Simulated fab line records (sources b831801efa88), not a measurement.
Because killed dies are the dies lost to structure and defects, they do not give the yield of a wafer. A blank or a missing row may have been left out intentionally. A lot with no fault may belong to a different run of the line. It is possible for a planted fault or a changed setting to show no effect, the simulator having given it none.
One fault through the eyes of 2 desks    flow sky130    what lay behind the numbers comes last; until then each desk has only its own

THE TOOL OWNER'S DESK: iline_stepper-02
The tool's own readings at SKY_NWELL_EXPOSE_20 (exposes mask NWM COMPLEMENT, target cd 840 nm): means of the sampled wafers that have a number, for each lot that ran on this tool. A lot is out of limits, marked OUT, if its mean lies more than 4 standard deviations from the usual mean; the brackets give that distance.
Columns: A = stage_vel_mm_s at SKY_NWELL_EXPOSE_20, usual 500.03 mm/s
lot   first seen here  A
L101  day 5 02:28      499.85
L102  day 5 08:11      500.03
L103  day 5 10:13      500.26
L109  day 6 19:34      500.12
L112  day 7 12:29      499.92
This desk found nothing out of limits on any of the 5 lots.

METROLOGY DESK
Lot by lot, what the gauges showed, no matter which tool ran the lot: averages of those sampled wafers that carry a number. A lot is out of limits, marked OUT, if its mean lies more than 4 standard deviations from the usual mean; the brackets give that distance.
Columns: A = FIELD_ISO_OXIDATION_00_THK at SKY_FIELD_ISO_THK_MEAS_02, usual 11.97 nm; B = DNWELL_TW at SKY_DNWELL_TW_MEAS_09, usual 1110; C = NWELL_01_OVL at SKY_NWELL_OVL_MEAS_23, usual 0.4 nm
lot   first seen here  A      B     C
L101  day 1 11:38      12.36  1108  0.9
L102  day 1 17:22      11.89  1106  0.9
L103  day 1 21:38      11.97  1119  1.6
L109  day 3 03:55      12.01  1118  204.8 (+99 or more) OUT
L112  day 3 18:38      12.09  1104  205.8 (+99 or more) OUT
L113  day 3 23:52      11.91  1104  0.4
L115  day 4 11:52      12.22  1124  -0.4
L117  day 4 19:38      12.06  1113  0.6
L119  day 5 05:38      12.14  1117  0.9
L121  day 5 17:34      11.54  1100  0.9
L124  day 6 06:55      11.81  1105  0.0
This desk finds L109, L112 out of limits, with the earliest case on L109 at day 7 04:40 (NWELL_01_OVL at SKY_NWELL_OVL_MEAS_23). In limits: L101, L102, L103, L113, L115, L117, L119, L121, L124.

ALL TOGETHER
L109, L112 would have let the metrology desk raise an alarm at day 7 04:40.
Nothing out of limits was seen by the tool owner's desk.
The tool owner's desk has L109, L112 on record, within its limits.
Every lot named ran SKY_NWELL_EXPOSE_20 on iline_stepper-02.

WHAT THE SIMULATOR PUT IN
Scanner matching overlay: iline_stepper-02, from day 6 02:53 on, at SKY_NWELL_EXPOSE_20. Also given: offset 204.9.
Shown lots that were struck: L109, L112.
Per desk, hours elapsed from the start of the fault to the first reading out of limits: for the metrology desk, 26.
